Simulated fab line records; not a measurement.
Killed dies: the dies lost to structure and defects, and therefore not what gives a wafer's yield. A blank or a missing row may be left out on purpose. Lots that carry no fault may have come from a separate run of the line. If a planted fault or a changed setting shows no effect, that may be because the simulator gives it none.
A lot that was struck, set against a sound lot    flow gf180mcu    17 steps out of a route of 602
Sound: the wafers L967.1, L967.5, L967.6. Wafers L969.1, L969.2, L969.3 were the ones struck. At the end, the cause is stated.
Per side, at each step with rows, come the tool, then ch with its chambers, and then its first start. Under that, the readings that differ: sound wafers    struck wafers    difference of the means    sigmas: that difference in standard deviations of wafers without a fault.
alike: readings whose means differ by less than 2 such deviations, and words and numbers that are the same on both sides. not compared: withheld readings, readings that some wafer has no value for, bounds like >300 that may hide the same value, and numbers for which the record gives no deviation and whose values overlap.
The two part at a step that has a row with sigmas, a row that says differs or no value, or rows on one side only. Numbers that have no deviation but don't overlap get no sigmas and don't part them. A reading that every wafer of one side lacks parts them only if that side has two wafers or more.

first, 4 steps without rows for these wafers: GF_M1_SOFTBAKE_10 (time 60 s); GF_M1_EXPOSE_11 (exposes mask Metal1, target cd 230 nm); GF_M1_PEB_12 (peb time 90 s); GF_M1_DEVELOP_13 (develop time 60 s).
GF_M1_CD_MEAS_14: the cd target is 230 nm.
  sound on cd_sem-01, day 19 21:35; struck on cd_sem-02, day 20 12:23
  alike: cd_nm
GF_M1_OVL_MEAS_15:
  sound on overlay-01, day 19 21:42; struck on overlay-02, day 20 12:30
  alike: M1_OVL
GF_M1_METAL_ETCH_16: etches the open film in Cl2/BCl3, stops on SiO2, target depth 627.5 nm, time 104.6 s.
  sound on rie_metal-01 ch 0,1, day 19 21:44; struck on rie_metal-03 ch 0,1, day 20 12:32
reading                sound              struck             difference  sigmas
oes_product_au (a.u.)  0.982 0.988 0.989  0.971 0.965 0.961  -0.021      -3
  alike: chamber_pressure_mTorr, drypump_motor_current_A, mfc_cl2_sccm, throttle_valve_pct
  not compared: rf_hours_counter_h
GF_M1_STRIP_17: strips in O2/N2.
  sound on plasma_asher-03 ch 0,1, day 19 21:51; struck on plasma_asher-02 ch 0,1, day 20 12:39
  alike: chamber_pressure_mTorr, drypump_motor_current_A, heater_power_w, oes_product_au, strip_time_to_endpoint_s
  not compared: rf_hours_counter_h
then, 3 steps without rows for these wafers: GF_M1_STRIP_18 (strips in post etch residue remover, time 1200 s); GF_M1_CLEAN_19 (cleans in DIW); GF_V1_CVD_00 (deposits SiO2, target thk 600 nm, time 100 s).
GF_V1_THK_MEAS_01:
  sound on film_metro-01, day 19 22:48; struck on film_metro-02, day 20 13:15
  alike: V1_CVD_00_THK
GF_V1_CVD_02: deposits SiO2 from TEOS, target thk 850 nm, time 94.851 s.
  sound on pecvd-03 ch 1,2, day 19 22:52; struck on pecvd-03 ch 0,1,2, day 20 13:19
reading                              sound            struck         difference  sigmas
model.SiO2_of_V1_CVD_02.thk_nm (nm)  840.1 853 858.5  949 934.1 947  +93         
  alike: heater_power_w
  not compared: since_wet_clean_h
GF_V1_THK_MEAS_03:
  sound on film_metro-02, day 19 22:56; struck on film_metro-04, day 20 13:23
reading             sound        struck       difference  sigmas
V1_CVD_02_THK (nm)  840 853 859  950 935 948  +94         +8
GF_V1_CMP_04: polishes SiO2.
  sound on cmp-01 ch 1,2, day 19 23:02; struck on cmp-01 ch 0,1,2, day 20 13:29
reading                 sound     struck       difference  sigmas
time_to_endpoint_s (s)  79 86 83  118 122 125  +39         +6
  alike: motor_current_A
GF_V1_BOW_MEAS_05:
  sound on film_metro-04, day 19 23:17; struck on film_metro-04, day 20 13:44
  alike: V1_BOW
after that, 1 step had no rows for these wafers: GF_PASSIVATION_PROBE_99.

== WHERE THEY PART ==
First at GF_M1_METAL_ETCH_16; last, within this record, at GF_V1_CMP_04. Later steps at which nothing parts them and some readings are alike: GF_V1_BOW_MEAS_05.

WHY: whatever the simulator had introduced
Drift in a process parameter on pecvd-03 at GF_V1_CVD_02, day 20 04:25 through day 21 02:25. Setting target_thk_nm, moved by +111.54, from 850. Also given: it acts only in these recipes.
